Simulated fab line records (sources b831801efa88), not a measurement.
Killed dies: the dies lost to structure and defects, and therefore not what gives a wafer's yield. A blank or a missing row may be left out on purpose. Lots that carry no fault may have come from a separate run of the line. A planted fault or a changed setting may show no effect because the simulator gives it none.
Which tool was responsible? / flow sky130 / 13 lots, 39 wafers sampled, at 3 steps of a route of 708

WHAT EACH GAUGE READ, for each wafer
SKY_SONOS_ONO_THK_MEAS_05. Usual: for SONOS_ONO_CVD_04_THK the level is 5.76 nm and the standard deviation is 0.12.
lot=L260; measured=day 12 08:05; on=film-metro-03; SONOS_ONO_CVD_04_THK (nm)=5.77 5.75 5.77; flag=
lot=L262; measured=day 12 20:13; on=film-metro-03; SONOS_ONO_CVD_04_THK (nm)=5.74 5.76 5.73; flag=
lot=L266; measured=day 13 17:20; on=film-metro-03; SONOS_ONO_CVD_04_THK (nm)=5.68 5.72 5.71; flag=
lot=L268; measured=day 14 13:32; on=film-metro-01; SONOS_ONO_CVD_04_THK (nm)=5.60 5.63 5.69; flag=
lot=L271; measured=day 15 01:51; on=film-metro-01; SONOS_ONO_CVD_04_THK (nm)=5.90 5.93 5.92; flag=
lot=L276; measured=day 17 06:08; on=film-metro-02; SONOS_ONO_CVD_04_THK (nm)=5.67 5.75 5.67; flag=
lot=L277; measured=day 17 06:07; on=film-metro-03; SONOS_ONO_CVD_04_THK (nm)=6.03 5.96 6.01; flag=
lot=L278; measured=day 17 08:00; on=film-metro-03; SONOS_ONO_CVD_04_THK (nm)=5.78 5.76 5.82; flag=
lot=L279; measured=day 18 01:05; on=film-metro-01; SONOS_ONO_CVD_04_THK (nm)=5.82 5.65 5.70; flag=
lot=L280; measured=day 18 11:01; on=film-metro-01; SONOS_ONO_CVD_04_THK (nm)=5.89 5.99 5.93; flag=
lot=L281; measured=day 18 15:30; on=film-metro-01; SONOS_ONO_CVD_04_THK (nm)=5.70 5.81 5.83; flag=
lot=L282; measured=day 18 21:58; on=film-metro-02; SONOS_ONO_CVD_04_THK (nm)=5.52 5.58 5.67; flag=
lot=L283; measured=day 19 00:52; on=film-metro-01; SONOS_ONO_CVD_04_THK (nm)=5.70 5.78 5.74; flag=

SKY_POLY_GATE_CD_MEAS_22. Usual: 150.7 nm for cd-nm, sd 2.1.
lot=L260; measured=day 17 09:07; on=cd-sem-02; cd-nm (nm)=152.9 153.6 152.8; flag=
lot=L262; measured=day 17 20:45; on=cd-sem-02; cd-nm (nm)=148.4 149.9 148.3; flag=
lot=L266; measured=day 19 00:15; on=cd-sem-01; cd-nm (nm)=149.8 152.6 150.8; flag=
lot=L268; measured=day 20 03:13; on=cd-sem-01; cd-nm (nm)=149.0 153.6 149.0; flag=
lot=L271; measured=day 20 15:03; on=cd-sem-02; cd-nm (nm)=150.6 152.2 152.3; flag=
lot=L276; measured=day 23 11:22; on=cd-sem-02; cd-nm (nm)=150.6 149.0 152.3; flag=
lot=L277; measured=day 23 11:19; on=cd-sem-01; cd-nm (nm)=150.5 149.9 151.4; flag=
lot=L278; measured=day 23 09:43; on=cd-sem-02; cd-nm (nm)=154.0 152.1 152.8; flag=
lot=L279; measured=day 23 16:45; on=cd-sem-02; cd-nm (nm)=149.7 149.3 152.6; flag=
lot=L280; measured=day 24 01:17; on=cd-sem-01; cd-nm (nm)=146.0 149.6 147.0; flag=
lot=L281; measured=day 24 01:19; on=cd-sem-02; cd-nm (nm)=154.9 151.5 155.5; flag=
lot=L282; measured=day 24 09:53; on=cd-sem-02; cd-nm (nm)=148.8 149.4 147.6; flag=
lot=L283; measured=day 24 11:30; on=cd-sem-02; cd-nm (nm)=145.9 147.7 148.9; flag=

EACH LOT AND THE TOOL THAT RAN IT (in order: tool; ch and the chambers of the sampled wafers; start)
lot=L260; SKY_VT_ADJUST_LVTN_STRIP_09=plasma-asher-04 ch 0,1, day 7 10:58
lot=L262; SKY_VT_ADJUST_LVTN_STRIP_09=plasma-asher-04 ch 0,1, day 7 21:47
lot=L266; SKY_VT_ADJUST_LVTN_STRIP_09=plasma-asher-03 ch 0,1, day 8 17:20
lot=L268; SKY_VT_ADJUST_LVTN_STRIP_09=plasma-asher-03 ch 0,1, day 9 10:22
lot=L271; SKY_VT_ADJUST_LVTN_STRIP_09=plasma-asher-04 ch 0,1, day 9 22:05
lot=L276; SKY_VT_ADJUST_LVTN_STRIP_09=plasma-asher-04 ch 0,1, day 11 08:10
lot=L277; SKY_VT_ADJUST_LVTN_STRIP_09=plasma-asher-01 ch 0,1, day 11 12:05
lot=L278; SKY_VT_ADJUST_LVTN_STRIP_09=plasma-asher-04 ch 0,1, day 11 17:43
lot=L279; SKY_VT_ADJUST_LVTN_STRIP_09=plasma-asher-04 ch 0,1, day 12 07:52
lot=L280; SKY_VT_ADJUST_LVTN_STRIP_09=plasma-asher-03 ch 0,1, day 12 15:58
lot=L281; SKY_VT_ADJUST_LVTN_STRIP_09=plasma-asher-01 ch 1, day 12 21:28
lot=L282; SKY_VT_ADJUST_LVTN_STRIP_09=plasma-asher-01 ch 0,1, day 12 23:53
lot=L283; SKY_VT_ADJUST_LVTN_STRIP_09=plasma-asher-04 ch 0,1, day 13 03:46
- SKY_VT_ADJUST_LVTN_STRIP_09: strips in O2/N2.

WHAT THE TOOLS THEMSELVES READ (means of the sampled wafers that have a number; where no wafer has one, the mark that the record gives instead)
SKY_VT_ADJUST_LVTN_STRIP_09. Usual: drypump-motor-current-A 5.6 A, standard deviation 0.51; oes-product-au 0.722 a.u., standard deviation 0.0044; strip-time-to-endpoint-s 36.91 s, standard deviation 0.11.
lot=L260; tool=plasma-asher-04; drypump-motor-current-A (A)=5.7; oes-product-au (a.u.)=0.720; strip-time-to-endpoint-s (s)=36.86; flag=
lot=L262; tool=plasma-asher-04; drypump-motor-current-A (A)=5.7; oes-product-au (a.u.)=0.727; strip-time-to-endpoint-s (s)=37.04; flag=
lot=L266; tool=plasma-asher-03; drypump-motor-current-A (A)=5.4; oes-product-au (a.u.)=0.722; strip-time-to-endpoint-s (s)=37.10; flag=
lot=L268; tool=plasma-asher-03; drypump-motor-current-A (A)=5.3; oes-product-au (a.u.)=0.728; strip-time-to-endpoint-s (s)=36.92; flag=
lot=L271; tool=plasma-asher-04; drypump-motor-current-A (A)=5.8; oes-product-au (a.u.)=0.723; strip-time-to-endpoint-s (s)=36.91; flag=
lot=L276; tool=plasma-asher-04; drypump-motor-current-A (A)=5.7; oes-product-au (a.u.)=0.725; strip-time-to-endpoint-s (s)=36.94; flag=
lot=L277; tool=plasma-asher-01; drypump-motor-current-A (A)=5.8; oes-product-au (a.u.)=0.720; strip-time-to-endpoint-s (s)=36.85; flag=
lot=L278; tool=plasma-asher-04; drypump-motor-current-A (A)=5.8; oes-product-au (a.u.)=0.723; strip-time-to-endpoint-s (s)=36.85; flag=
lot=L279; tool=plasma-asher-04; drypump-motor-current-A (A)=5.3; oes-product-au (a.u.)=0.720; strip-time-to-endpoint-s (s)=36.84; flag=
lot=L280; tool=plasma-asher-03; drypump-motor-current-A (A)=5.4; oes-product-au (a.u.)=0.720; strip-time-to-endpoint-s (s)=36.88; flag=
lot=L281; tool=plasma-asher-01; drypump-motor-current-A (A)=5.6; oes-product-au (a.u.)=0.721; strip-time-to-endpoint-s (s)=36.99; flag=
lot=L282; tool=plasma-asher-01; drypump-motor-current-A (A)=5.8; oes-product-au (a.u.)=0.718; strip-time-to-endpoint-s (s)=37.02; flag=
lot=L283; tool=plasma-asher-04; drypump-motor-current-A (A)=5.7; oes-product-au (a.u.)=0.727; strip-time-to-endpoint-s (s)=36.92; flag=

THE ANSWER, worked out from the rows above alone
Rule: a lot counts as off when the mean over its wafers that have a number is more than 3 standard deviations away from the usual mean. A lot without any number at a reading at which 4 lots or more have one is off too. The other lots that the step has rows for count as sound. Order of review: gauges by route order, followed by the tools' own readings, for which a lot's mean as printed above is used. The first step at which some lot is off is used, and at that step the reading that is off furthest; a lot without a number counts as furthest.
Across all readings shown, no lot is off: no conclusion can be drawn from this.

WHAT THE SIMULATOR HAD INSERTED
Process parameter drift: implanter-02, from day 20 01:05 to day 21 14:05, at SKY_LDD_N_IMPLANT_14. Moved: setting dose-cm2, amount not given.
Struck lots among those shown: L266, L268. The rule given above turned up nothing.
